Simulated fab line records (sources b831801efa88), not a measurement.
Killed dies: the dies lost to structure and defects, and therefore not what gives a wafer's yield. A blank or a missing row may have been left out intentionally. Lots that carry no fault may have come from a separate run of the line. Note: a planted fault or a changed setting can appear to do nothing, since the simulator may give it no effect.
Lot-split experiment | flow gf180mcu | 23 wafers read from 5 lots, route of 602 steps

## THE SPLIT
At GF_HV_LDD_EXPOSE_04 (exposes mask Nplus LV AREA, target cd 400 nm), the setting dose mj was moved away from the recipe's 140 on 8 of the 23 wafers read, by -5.8% to +3.4%. All remaining wafers had this setting at the recipe value.

## FROM THE SPLIT TO THE READING: what the file shows between them, 2 steps
- GF_HV_LDD_PEB_05
- GF_HV_LDD_DEVELOP_06: develop time 60 s

## THE READING
cd nm, in nm, at GF_HV_LDD_CD_MEAS_07 (target cd 400 nm). A value of 399.5 nm with a standard deviation of 2 nm is what fault-free wafers of this fab line usually give.

wafer  | tool, chamber at the split | dose mj as run | against the recipe | cd nm, nm | against lot-mates on the recipe
L076.3 | iline stepper-01, 0        | 140            | recipe             | 403.0     | -
L076.4 | iline stepper-01, 0        | 140            | recipe             | 401.2     | -
L076.6 | iline stepper-01, 0        | 140            | recipe             | 399.9     | -
L078.1 | iline stepper-01, 0        | 140            | recipe             | 402.9     | -
L078.2 | iline stepper-01, 0        | 131.9          | -5.8%              | 383.1     | -18.9
L078.4 | iline stepper-01, 0        | 131.9          | -5.8%              | 382.8     | -19.2
L078.5 | iline stepper-01, 0        | 131.9          | -5.8%              | 383.8     | -18.2
L078.6 | iline stepper-01, 0        | 140            | recipe             | 401.2     | -
L079.1 | iline stepper-01, 0        | 140            | recipe             | 400.1     | -
L079.2 | iline stepper-01, 0        | 140            | recipe             | 401.2     | -
L079.3 | iline stepper-01, 0        | 140            | recipe             | 401.4     | -
L079.4 | iline stepper-01, 0        | 140            | recipe             | 401.1     | -
L079.6 | iline stepper-01, 0        | 140            | recipe             | 399.4     | -
L080.1 | iline stepper-01, 0        | 144.8          | +3.4%              | 410.5     | +8.7
L080.2 | iline stepper-01, 0        | 144.8          | +3.4%              | 410.4     | +8.6
L080.4 | iline stepper-01, 0        | 140            | recipe             | 401.2     | -
L080.5 | iline stepper-01, 0        | 140            | recipe             | 402.8     | -
L080.6 | iline stepper-01, 0        | 140            | recipe             | 401.3     | -
L083.1 | iline stepper-02, 0        | 140            | recipe             | 393.8     | -
L083.2 | iline stepper-02, 0        | 136.3          | -2.6%              | 387.7     | -6.7
L083.3 | iline stepper-02, 0        | 140            | recipe             | 395.0     | -
L083.5 | iline stepper-02, 0        | 136.3          | -2.6%              | 389.7     | -4.7
L083.6 | iline stepper-02, 0        | 136.3          | -2.6%              | 390.3     | -4.1

FIT RESULTS
A straight line over all 23 wafers: cd nm changes by +3.1 nm for each +1% of dose mj; r = +0.95; the points scatter about the line by 2.5 nm.
The same after taking each lot's own level away (the mean of its wafers on the recipe; 23 wafers): +2.95 nm for each +1%; r = +0.98; scatter 1.5 nm.
Per that fit: largest dose mj move, reading shift of 17 nm.
From 394.40 to 402.05 nm: that is the span of the lots' own levels, equal to 3.8 times the standard deviation above.
The two slopes are in agreement: the lot-to-lot level therefore moves the slope only a little.
Check: -16.5 nm against its lot-mates is what the line predicts for one of the wafers moved furthest among these (-5.8%) when that wafer is left out of the fit. It came out at -18.9 nm against them.

## THE OTHER SPLITS THESE WAFERS WENT THROUGH
Before the reading, these wafers also passed through other splits. Each is held against what the fit with the lots' levels taken away leaves over:
other split on the same wafers      | wafers away from the commonest value | r with cd nm (lot level and that fit taken away)
GF_NWELL_COAT_02 spin rpm           | 7                                    | -0.07
GF_LVPWELL_COAT_02 spin rpm         | 6                                    | -0.01
GF_LVPWELL_IMPLANT_09 energy kev    | 3                                    | -0.05
GF_MVPSD_SOFTBAKE_03 temp c         | 6                                    | -0.03
GF_VT_IMPLANT_IMPLANT_41 dose cm2   | 8                                    | -0.42
GF_DUAL_GATE_OXIDATION_02 temp c    | 15                                   | -0.55
GF_POLY_GATE_EXPOSE_07 dose mj      | 5                                    | +0.10
GF_POLY_GATE_OXIDATION_16 ox time s | 15                                   | +0.29

## THE FILE'S OWN FIT
cd nm changes by +2.92 nm for each +1% of dose mj, r = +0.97.
